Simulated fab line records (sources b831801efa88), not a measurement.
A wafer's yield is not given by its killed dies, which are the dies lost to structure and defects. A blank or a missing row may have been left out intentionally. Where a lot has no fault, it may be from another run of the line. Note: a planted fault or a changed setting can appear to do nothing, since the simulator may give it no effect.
8D (eight disciplines) problem report, filled in by code :: flow sky130 :: the parts of the form that need people (team, actions taken, sign-off) are left out

## 1. WHAT IS WRONG
Across 6 wafers from 2 lots, LDD_HVN_TW at SKY_LDD_HVN_TW_MEAS_10 averages 2667, while fault-free wafers read 1452 with a standard deviation of 11. That is +99 or more standard deviations from the usual mean.
Earliest sighting: wafer L178.2 on film_metro-03 at day 23 10:51. At this step, 39 wafers from 13 lots have a number in the record. By rule, "out" or "out of limits" means more than 4 standard deviations away from the usual mean. The rest of the wafers with a number are treated as sound.

## 2. WHAT IT IS, WHAT IT ISN'T
question: which readings at this step
is: LDD_HVN_TW
is not: -

question: which lots
is: L178, L180
is not: L174, L181, L182, L186, L188, L189, L190, L191, L192, L193, L195

question: which wafers of those lots
is: all that have a number
is not: -

question: read on which gauges
is: film_metro-02, film_metro-03
is not: film_metro-01

question: when
is: from day 23 10:51
is not: up to then (3 sound wafers); but 30 sound wafers of L181, L182, L186, L188, L189, L190, L191, L192, L193, L195 came after

## 3. THE SUSPECTS, EACH WITH WHAT RULES IT OUT
Counting: a tool at any process step up to the reading remains a suspect when it ran all the lots that are out and ran no sound lot after the first of those.
- the gauge at SKY_LDD_HVN_TW_MEAS_10 is ruled out. 2 gauges (film_metro-02, film_metro-03) read the wafers that are out.
- implanter-04 at SKY_LDD_HVN_IMPLANT_08: ruled out as a lasting fault. The sound lots L189, L195 went through it after L178, its earliest lot that is out (day 23 10:37).
Left after counting: nothing in the record.

## 4. THE CAUSE (what the simulator had put in)
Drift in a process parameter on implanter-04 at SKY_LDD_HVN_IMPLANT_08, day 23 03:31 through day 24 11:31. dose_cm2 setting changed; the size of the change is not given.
Counting ruled it out, wrongly: the rule takes a fault to strike every lot that its tool runs from its start on, and this one did not.

## 5. THE EFFECT CHAIN, in route order
Rows list readings where the struck wafers' mean (over those with a number) sits beyond 3 standard deviations from the usual. Readings are gone through only where the record gives a usual standard deviation; hours: the median, over the lots, of the time from a lot's start at the first step in this table giving one to that lot's start at this step; sigmas: the change measured in usual standard deviations.
hours: 0
step: SKY_LDD_HVN_IMPLANT_08
reading: dose_ions_cm2
usual: 3e+13
on struck wafers: 2e+14
change: +2e+14
sigmas: +99 or more

hours: 0
step: SKY_LDD_HVN_IMPLANT_08
reading: end_station_pressure_torr
usual: 5.14e-06 Torr
on struck wafers: 6.14e-06
change: +9.98e-07
sigmas: +3.7

hours: 0
step: SKY_LDD_HVN_IMPLANT_08
reading: faraday_current_uA
usual: 169
on struck wafers: 1194
change: +1025
sigmas: +99 or more

hours: 0
step: SKY_LDD_HVN_TW_MEAS_10
reading: LDD_HVN_TW
usual: 1452
on struck wafers: 2667
change: +1215
sigmas: +99 or more
Here are the process steps it includes:
- SKY_LDD_HVN_IMPLANT_08
Later steps that measure or inspect, where all struck wafers having a row at the step show a number for every such reading and not one has moved that far: SKY_LDD_HVP_OVL_MEAS_07.

## 6. WHAT WOULD HAVE CAUGHT IT SOONER
7 hours passed between the start of the fault at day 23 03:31 and the first reading out of limits at a measuring or inspecting step in this record, taken at day 23 10:51.
Tool's own readings at SKY_LDD_HVN_IMPLANT_08, dose_ions_cm2, faraday_current_uA: out on all struck wafers the step has rows for; an alarm limit on them would have tripped on the first.
